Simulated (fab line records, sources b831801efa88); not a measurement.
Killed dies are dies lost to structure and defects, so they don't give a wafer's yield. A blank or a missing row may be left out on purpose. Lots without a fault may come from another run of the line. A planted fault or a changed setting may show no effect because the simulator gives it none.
Problem report in the 8D (eight disciplines) form, filled by code | flow sfq_line | the parts of the form that need people (team, actions taken, sign-off) are left out

1. THE PROBLEM
thk_nm at SFQ_TRILAYER_I6_METRO_MEASURE_167 reads a mean of 220.7 nm on 1 wafer of 1 lot; wafers without a fault read 200.7 nm with a standard deviation of 1. That is +20 standard deviations from the usual mean.
First seen on wafer L906.1, day 81 02:15, on film_metro-01. The record holds 33 wafers of 11 lots with a number at this step. Rule for "out", or "out of limits": more than 4 standard deviations from the usual mean. The other wafers with a number count as sound.

2. WHAT IT IS AND WHAT IT IS NOT
question                    | is                | is not
which readings at this step | thk_nm            | -
which lots                  | L906              | L894, L895, L896, L897, L898, L901, L904, L909, L910, L911
which wafers of those lots  | L906.1            | L906.4, L906.6
read on which tools         | film_metro-01     | film_metro-02, film_metro-04
when                        | from day 81 02:15 | up to then (23 sound wafers); but 9 sound wafers of L909, L910, L911 came after

3. SUSPECTS, AND WHAT RULES EACH OUT
Counting: a tool at a process step up to the reading stays a suspect if it ran every lot that is out. Sound lots after the first of them don't rule it out here, since some wafers of a struck lot are sound.
- rie_metal-02 at SFQ_TRILAYER_R5_BARC_OPEN_METAL_ETCH_177 (etches BARC in O2, target depth 125 nm, time 41.7 s): kept. It ran the lot that is out, L906 (day 69 06:55); its last sound lot up to then is L898 (day 66 20:23).
- rie_diel-04 at SFQ_TRILAYER_C5_BARC_OPEN_VIA_ETCH_210 (etches BARC in O2, target depth 125 nm, time 41.7 s): kept. It ran the lot that is out, L906 (day 77 08:13); its last sound lot up to then is L897 (day 62 08:37).
- rie_metal-01 at SFQ_TRILAYER_M6_ETCH_METAL_ETCH_162 (etches Nb in Cl2/Ar, stops on SiO2, target depth 240 nm, time 120 s): kept. It ran the lot that is out, L906 (day 80 21:58); its last sound lot up to then is L904 (day 80 12:24).
- cmp-01 at SFQ_TRILAYER_I6_CMP_CMP_166 (polishes SiO2): kept. It ran the lot that is out, L906 (day 80 23:08); its last sound lot up to then is L901 (day 79 21:26).
- film_metro-01 at SFQ_TRILAYER_I6_METRO_MEASURE_167: kept. It ran the lot that is out, L906 (day 81 02:15); its last sound lot up to then is L901 (day 80 00:16). Its own readings are out on those wafers: thk_nm.
- Within cmp-01 at SFQ_TRILAYER_I6_CMP_CMP_166: the wafers that are out ran in chamber 2; their sound lot-mates ran in chamber 0.
Left after counting: rie_metal-02 at SFQ_TRILAYER_R5_BARC_OPEN_METAL_ETCH_177, rie_diel-04 at SFQ_TRILAYER_C5_BARC_OPEN_VIA_ETCH_210, rie_metal-01 at SFQ_TRILAYER_M6_ETCH_METAL_ETCH_162, cmp-01 at SFQ_TRILAYER_I6_CMP_CMP_166, film_metro-01 at SFQ_TRILAYER_I6_METRO_MEASURE_167.

4. THE CAUSE (what the simulator had put in)
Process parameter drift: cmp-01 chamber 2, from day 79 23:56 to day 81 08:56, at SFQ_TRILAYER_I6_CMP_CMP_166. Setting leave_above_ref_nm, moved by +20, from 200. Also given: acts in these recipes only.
Counting left 5 suspects, and this tool is among them.

5. THE CHAIN OF EFFECTS, in route order
Each row: a reading whose mean over the struck wafers that have a number lies more than 3 standard deviations from the usual. Only readings for which the record gives a usual standard deviation are gone through. hours: the time from each lot's start at the first step in this table that gives one to its start at this step, as a median over the lots. sigmas: the change in usual standard deviations.
hours | step                                  | reading            | usual      | on struck wafers | change | sigmas
0     | SFQ_TRILAYER_I6_CMP_CMP_166           | time_to_endpoint_s | 217 s      | 194              | -23    | -3.2
2     | SFQ_TRILAYER_I6_METRO_MEASURE_167     | thk_nm             | 200.7 nm   | 220.7            | +20.0  | +20
6     | SFQ_TRILAYER_I6_VIA_ETCH_VIA_ETCH_172 | oes_product_au     | 0.856 a.u. | 0.904            | +0.048 | +7.9
The process steps in it:
- SFQ_TRILAYER_I6_CMP_CMP_166: polishes SiO2.
- SFQ_TRILAYER_I6_METRO_MEASURE_167
- SFQ_TRILAYER_I6_VIA_ETCH_VIA_ETCH_172: etches SiO2 in CHF3, stops on Nb, target depth 260 nm.

6. WHAT WOULD HAVE CAUGHT IT SOONER
In this record the first reading out of limits was taken at day 81 02:15, 26 hours after the fault began at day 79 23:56.
Of the tool readings at SFQ_TRILAYER_I6_CMP_CMP_166 for which the record gives a usual standard deviation, none was out on any struck wafer, so an alarm limit of 4 standard deviations on them would not have fired.
All the lots that are out (1) had begun SFQ_TRILAYER_I6_CMP_CMP_166 on cmp-01 by day 81 02:15. A hold on the tool at that time would have spared none of them.
